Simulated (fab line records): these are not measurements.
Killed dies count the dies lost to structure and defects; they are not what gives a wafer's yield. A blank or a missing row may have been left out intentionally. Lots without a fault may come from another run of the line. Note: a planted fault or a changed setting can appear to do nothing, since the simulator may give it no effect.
Which tool did it? | flow gf180mcu | 36 wafers from 12 lots sampled at 5 of the route's 602 steps

## WHAT EACH GAUGE READ, for each wafer
GF_HV_LDD_OVL_MEAS_08. Usual: HV_LDD_OVL -0.1 nm, standard deviation 1.4.
lot  | measured     | on         | HV_LDD_OVL (nm) | flag
L559 | day 10 03:35 | overlay-01 | 0.6 0.1 1.5     | 
L560 | day 10 10:53 | overlay-02 | 1.8 0.6 0.3     | 
L561 | day 10 16:04 | overlay-02 | -1.7 -0.4 -0.9  | 
L562 | day 11 03:57 | overlay-01 | -1.2 1.7 -0.8   | 
L563 | day 11 11:02 | overlay-02 | -0.3 -1.3 -1.7  | 
L566 | day 12 13:36 | overlay-02 | -2.0 -0.5 -1.8  | 
L568 | day 13 05:54 | overlay-02 | -1.5 -2.3 -1.2  | 
L571 | day 13 19:22 | overlay-02 | -0.9 0.2 0.3    | 
L572 | day 13 23:07 | overlay-02 | -1.1 -0.8 -1.2  | 
L573 | day 14 11:48 | overlay-01 | -0.3 -0.7 -2.1  | 
L576 | day 15 07:25 | overlay-02 | 1.8 2.5 1.7     | 
L577 | day 15 15:15 | overlay-02 | 1.3 0.6 0.2     | 

GF_HV_LDD_CD_MEAS_19: target cd 400 nm. Usual: 399.9 nm for cdNm, sd 2.5.
lot  | measured     | on       | cdNm (nm)         | flag
L559 | day 10 21:29 | cdSem-02 | 399.3 400.9 400.1 | 
L560 | day 11 04:56 | cdSem-01 | 402.1 402.9 401.1 | 
L561 | day 11 10:41 | cdSem-02 | 402.3 402.6 402.5 | 
L562 | day 11 23:00 | cdSem-01 | 401.0 400.3 398.3 | 
L563 | day 12 05:49 | cdSem-01 | 400.3 402.1 401.2 | 
L566 | day 13 09:13 | cdSem-01 | 399.8 397.5 401.4 | 
L568 | day 14 02:50 | cdSem-01 | 400.9 399.0 399.0 | 
L571 | day 14 16:02 | cdSem-02 | 403.5 404.8 405.0 | 
L572 | day 14 20:03 | cdSem-01 | 399.8 403.0 403.9 | 
L573 | day 15 09:29 | cdSem-02 | 398.4 400.0 399.7 | 
L576 | day 16 05:30 | cdSem-02 | 402.5 403.8 404.0 | 
L577 | day 16 13:31 | cdSem-02 | 395.4 397.3 396.3 | 

## TOOL THAT RAN EACH LOT (tool first, then ch and the chambers of the sampled wafers, then the start)
lot  | GF_VT_IMPLANT_STRIP_20              | GF_POLY_GATE_ETCH_13            | GF_POLY_GATE_STRIP_14
L559 | plasmaAsher-03 ch 0,1, day 6 09:01  | rieSi-01 ch 1,2,3, day 9 08:04  | plasmaAsher-03 ch 0,1, day 9 08:08
L560 | plasmaAsher-03 ch 0,1, day 6 15:10  | rieSi-02 ch 0,1,2, day 9 15:49  | plasmaAsher-03 ch 0,1, day 9 15:52
L561 | plasmaAsher-03 ch 0,1, day 6 20:24  | rieSi-02 ch 1,2, day 9 20:49    | plasmaAsher-01 ch 0,1, day 9 20:55
L562 | plasmaAsher-02 ch 0,1, day 7 03:25  | rieSi-01 ch 1,2,3, day 10 05:32 | plasmaAsher-04 ch 1, day 10 05:35
L563 | plasmaAsher-03 ch 0,1, day 7 13:31  | rieSi-01 ch 0,2,3, day 10 14:47 | plasmaAsher-03 ch 0,1, day 10 14:50
L566 | plasmaAsher-01 ch 0,1, day 8 09:10  | rieSi-01 ch 1,2,3, day 11 16:10 | plasmaAsher-01 ch 0,1, day 11 16:13
L568 | plasmaAsher-01 ch 0,1, day 9 01:01  | rieSi-02 ch 0,3, day 12 08:11   | plasmaAsher-01 ch 0,1, day 12 08:14
L571 | plasmaAsher-03 ch 0,1, day 9 13:36  | rieSi-02 ch 0,3, day 12 21:56   | plasmaAsher-04 ch 0,1, day 12 21:59
L572 | plasmaAsher-01 ch 0,1, day 9 16:55  | rieSi-02 ch 0,1,2, day 13 01:22 | plasmaAsher-03 ch 0,1, day 13 01:26
L573 | plasmaAsher-03 ch 0,1, day 10 02:14 | rieSi-01 ch 2,3, day 13 12:59   | plasmaAsher-01 ch 0,1, day 13 13:04
L576 | plasmaAsher-01 ch 0,1, day 10 19:31 | rieSi-02 ch 0,1,3, day 14 08:13 | plasmaAsher-01 ch 0,1, day 14 08:16
L577 | plasmaAsher-03 ch 0,1, day 11 02:31 | rieSi-02 ch 1,3, day 14 16:22   | plasmaAsher-03 ch 0,1, day 14 16:25
- GF_VT_IMPLANT_STRIP_20: strips in O2/N2.
- GF_POLY_GATE_ETCH_13: etches poly-Si in HBr/Cl2, stops on SiO2, target depth 198.5 nm, time 69.6 s.
- GF_POLY_GATE_STRIP_14: strips in O2/N2.

## WHAT THE TOOLS THEMSELVES READ (means of the sampled wafers that have a number; where no wafer has one, the mark that the record gives instead)
GF_VT_IMPLANT_STRIP_20. Usual: drypumpMotorCurrentA 5.73 A, standard deviation 0.22; heaterPowerW 354 W, standard deviation 35; o2FlowSccm 2999 sccm, standard deviation 7.6; oesProductAu 0.717 a.u., standard deviation 0.0046; stripTimeToEndpointS 12.62 s, standard deviation 0.033.
lot  | tool           | drypumpMotorCurrentA (A) | heaterPowerW (W) | o2FlowSccm (sccm) | oesProductAu (a.u.) | stripTimeToEndpointS (s) | flag
L559 | plasmaAsher-03 | 5.67                     | 367              | 2994              | 0.713               | 12.63                    | 
L560 | plasmaAsher-03 | 5.64                     | 367              | 3002              | 0.710               | 12.59                    | 
L561 | plasmaAsher-03 | 5.66                     | 374              | 2994              | 0.718               | 12.61                    | 
L562 | plasmaAsher-02 | 5.73                     | 322              | 2999              | 0.716               | 12.64                    | 
L563 | plasmaAsher-03 | 5.67                     | 369              | 3002              | 0.711               | 12.57                    | 
L566 | plasmaAsher-01 | 6.01                     | 328              | 3004              | 0.717               | 12.65                    | 
L568 | plasmaAsher-01 | 5.78                     | 303              | 3001              | 0.717               | 12.62                    | 
L571 | plasmaAsher-03 | 5.67                     | 376              | 2998              | 0.720               | 12.66                    | 
L572 | plasmaAsher-01 | 5.76                     | 295              | 3004              | 0.718               | 12.64                    | 
L573 | plasmaAsher-03 | 5.65                     | 371              | 2991              | 0.715               | 12.56                    | 
L576 | plasmaAsher-01 | 5.78                     | 304              | 3004              | 0.714               | 12.63                    | 
L577 | plasmaAsher-03 | 5.68                     | 368              | 2993              | 0.716               | 12.58                    | 

GF_POLY_GATE_ETCH_13. Usual: drypumpMotorCurrentA 5.7 A, standard deviation 0.36; oesProductAu 0.990 a.u., standard deviation 0.0068; throttleValvePct 33.685 %, standard deviation 0.009.
lot  | tool     | drypumpMotorCurrentA (A) | oesProductAu (a.u.) | throttleValvePct (%) | flag
L559 | rieSi-01 | 5.7                      | 0.990               | 33.695               | 
L560 | rieSi-02 | 5.5                      | 0.983               | 33.683               | 
L561 | rieSi-02 | 5.4                      | 0.998               | 33.682               | 
L562 | rieSi-01 | 5.7                      | 0.987               | 33.675               | 
L563 | rieSi-01 | 5.9                      | 0.989               | 33.694               | 
L566 | rieSi-01 | 5.7                      | 0.990               | 33.695               | 
L568 | rieSi-02 | 6.0                      | 0.984               | 33.677               | 
L571 | rieSi-02 | 5.8                      | 0.990               | 33.686               | 
L572 | rieSi-02 | 5.5                      | 0.841               | 33.689               | OFF
L573 | rieSi-01 | 5.7                      | 0.984               | 33.679               | 
L576 | rieSi-02 | 5.7                      | 0.848               | 33.692               | OFF
L577 | rieSi-02 | 6.0                      | 0.840               | 33.686               | OFF

GF_POLY_GATE_STRIP_14. Usual: drypumpMotorCurrentA 5.7 A, standard deviation 0.32; heaterPowerW 342 W, standard deviation 37; o2FlowSccm 3001 sccm, standard deviation 8.8; oesProductAu 0.505 a.u., standard deviation 0.0043.
lot  | tool           | drypumpMotorCurrentA (A) | heaterPowerW (W) | o2FlowSccm (sccm) | oesProductAu (a.u.) | flag
L559 | plasmaAsher-03 | 5.7                      | 376              | 3007              | 0.507               | 
L560 | plasmaAsher-03 | 5.7                      | 374              | 3002              | 0.502               | 
L561 | plasmaAsher-01 | 5.8                      | 309              | 3005              | 0.504               | 
L562 | plasmaAsher-04 | 5.2                      | 325              | 3009              | 0.502               | 
L563 | plasmaAsher-03 | 5.7                      | 361              | 2996              | 0.504               | 
L566 | plasmaAsher-01 | 6.0                      | 333              | 2995              | 0.509               | 
L568 | plasmaAsher-01 | 5.8                      | 303              | 3012              | 0.504               | 
L571 | plasmaAsher-04 | 5.4                      | 338              | 3005              | 0.501               | 
L572 | plasmaAsher-03 | 5.7                      | 371              | 2992              | 0.494               | 
L573 | plasmaAsher-01 | 6.0                      | 333              | 3007              | 0.505               | 
L576 | plasmaAsher-01 | 5.8                      | 299              | 3010              | 0.495               | 
L577 | plasmaAsher-03 | 5.7                      | 379              | 3006              | 0.491               | OFF

## THE ANSWER, worked out from the rows above alone
Rule: lot off if the mean of its wafers having a number is beyond 3 standard deviations from the usual mean. Also off: a lot with no number at a reading for which 4 or more lots have one. All remaining lots with rows at the step are treated as sound. Order of review: gauges by route order, followed by the tools' own readings, for which a lot's mean as printed above is used. At the first step where some lot is off, the reading lying furthest off is the one used; lots without a number count as furthest.
Off at GF_POLY_GATE_ETCH_13 (oesProductAu): L572, L576, L577.
If a tool, at that step or one of the process steps before it, ran each lot that is off and ran no sound lot following the first of them, it fits. One candidate fits, namely rieSi-02 at GF_POLY_GATE_ETCH_13. A fault onset in the window from L571 (day 12 21:56, its last sound lot) to L572 (day 13 01:22, its first lot off) fits.
On the lots that are off, the tool's own readings at GF_POLY_GATE_ETCH_13 differ by more than 5 times the standard deviation of the sound lots' means, which bears it out; oesProductAu reads 0.843 a.u. there versus 0.988 a.u. on the sound lots.

## WHAT THE SIMULATOR HAD INSERTED
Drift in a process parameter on rieSi-02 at GF_POLY_GATE_ETCH_13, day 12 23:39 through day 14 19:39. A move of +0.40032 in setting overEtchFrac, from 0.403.
Lots struck among those shown: L572, L576, L577. The rule above reached the same finding.
